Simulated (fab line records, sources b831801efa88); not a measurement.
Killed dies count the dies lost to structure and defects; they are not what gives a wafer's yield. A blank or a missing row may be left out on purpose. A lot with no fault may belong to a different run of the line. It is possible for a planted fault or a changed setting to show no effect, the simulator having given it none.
Which of the tools did it? / flow gf180mcu / 14 lots with 42 wafers sampled at 2 steps, on a route of 602 steps

== WHAT EACH GAUGE READ, for each wafer ==
GF_V1_THK_MEAS_03.
lot=L960; measured=day 17 03:34; on=film_metro-02; V1_CVD_02_THK (nm)=853 847 868
lot=L961; measured=day 18 03:42; on=film_metro-04; V1_CVD_02_THK (nm)=831 833 861
lot=L964; measured=day 18 23:25; on=film_metro-04; V1_CVD_02_THK (nm)=850 848 864
lot=L965; measured=day 19 02:35; on=film_metro-02; V1_CVD_02_THK (nm)=835 848 852
lot=L966; measured=day 19 21:44; on=film_metro-04; V1_CVD_02_THK (nm)=833 833 856
lot=L967; measured=day 19 22:56; on=film_metro-02; V1_CVD_02_THK (nm)=833 831 853
lot=L968; measured=day 20 10:05; on=film_metro-01; V1_CVD_02_THK (nm)=955 973 968
lot=L969; measured=day 20 13:25; on=film_metro-04; V1_CVD_02_THK (nm)=958 948 958
lot=L977; measured=day 23 09:23; on=film_metro-01; V1_CVD_02_THK (nm)=862 871 861
lot=L978; measured=day 23 18:07; on=film_metro-02; V1_CVD_02_THK (nm)=853 857 861
lot=L979; measured=day 23 23:38; on=film_metro-01; V1_CVD_02_THK (nm)=854 876 868
lot=L980; measured=day 24 15:03; on=film_metro-04; V1_CVD_02_THK (nm)=842 867 847
lot=L981; measured=day 24 17:11; on=film_metro-04; V1_CVD_02_THK (nm)=823 832 849
lot=L983; measured=day 25 11:41; on=film_metro-01; V1_CVD_02_THK (nm)=836 850 872

== EACH LOT AND THE TOOL THAT RAN IT (in order: tool; ch and the chambers of the sampled wafers; start) ==
lot=L960; GF_V1_CVD_02=pecvd-03 ch 0,2, day 17 03:29
lot=L961; GF_V1_CVD_02=pecvd-04 ch 1,2, day 18 03:37
lot=L964; GF_V1_CVD_02=pecvd-01 ch 1,2, day 18 23:22
lot=L965; GF_V1_CVD_02=pecvd-03 ch 0,1, day 19 02:31
lot=L966; GF_V1_CVD_02=pecvd-04 ch 0,1,2, day 19 21:40
lot=L967; GF_V1_CVD_02=pecvd-03 ch 0,2, day 19 22:52
lot=L968; GF_V1_CVD_02=pecvd-03 ch 0,1,2, day 20 09:59
lot=L969; GF_V1_CVD_02=pecvd-03 ch 0,1,2, day 20 13:21
lot=L977; GF_V1_CVD_02=pecvd-01 ch 0,2, day 23 09:19
lot=L978; GF_V1_CVD_02=pecvd-01 ch 0,2, day 23 18:02
lot=L979; GF_V1_CVD_02=pecvd-01 ch 1,2, day 23 23:34
lot=L980; GF_V1_CVD_02=pecvd-03 ch 0,1,2, day 24 14:58
lot=L981; GF_V1_CVD_02=pecvd-04 ch 0,1, day 24 17:07
lot=L983; GF_V1_CVD_02=pecvd-04 ch 0,1,2, day 25 11:35
- GF_V1_CVD_02: deposits SiO2 from TEOS, target thk 850 nm, time 94.851 s.

== WHAT THE TOOLS THEMSELVES READ (means of the sampled wafers that have a number; where no wafer has one, the mark that the record gives instead) ==
GF_V1_CVD_02.
lot=L960; tool=pecvd-03; heater_power_w (W)=780
lot=L961; tool=pecvd-04; heater_power_w (W)=875
lot=L964; tool=pecvd-01; heater_power_w (W)=695
lot=L965; tool=pecvd-03; heater_power_w (W)=716
lot=L966; tool=pecvd-04; heater_power_w (W)=810
lot=L967; tool=pecvd-03; heater_power_w (W)=801
lot=L968; tool=pecvd-03; heater_power_w (W)=782
lot=L969; tool=pecvd-03; heater_power_w (W)=661
lot=L977; tool=pecvd-01; heater_power_w (W)=668
lot=L978; tool=pecvd-01; heater_power_w (W)=644
lot=L979; tool=pecvd-01; heater_power_w (W)=645
lot=L980; tool=pecvd-03; heater_power_w (W)=754
lot=L981; tool=pecvd-04; heater_power_w (W)=739
lot=L983; tool=pecvd-04; heater_power_w (W)=762

== THE ANSWER, worked out from the rows above alone ==
Rule: the lots themselves supply what counts as usual. The widest of any qualifying gaps counts: lots, ordered by their means at a reading, are off when they make up no more than a third of the lots, leave a main group of 4 or more, and stand apart from it by 3 or more times the standard deviation of that group's means. Not used: any main group whose means are identical at the precision the tables above print for the reading. Also off: a lot with no number at a reading for which 4 or more lots have one. Any other lot the step has rows for is counted as sound. Order of review: gauges by route order, followed by the tools' own readings, for which a lot's mean as printed above is used. At the first step where some lot is off, the reading lying furthest off is the one used; lots without a number count as furthest.
Off: L968, L969, at GF_V1_THK_MEAS_03 (V1_CVD_02_THK). The main group has a mean of 850 nm with a standard deviation of 9.7.
A tool fits if, at a process step before that reading, it ran every lot that is off, and no sound lot after the first of them. The gauges at GF_V1_THK_MEAS_03 are tried like those tools. Not one of the candidates tried fits.

== WHAT WAS PUT IN BY THE SIMULATOR ==
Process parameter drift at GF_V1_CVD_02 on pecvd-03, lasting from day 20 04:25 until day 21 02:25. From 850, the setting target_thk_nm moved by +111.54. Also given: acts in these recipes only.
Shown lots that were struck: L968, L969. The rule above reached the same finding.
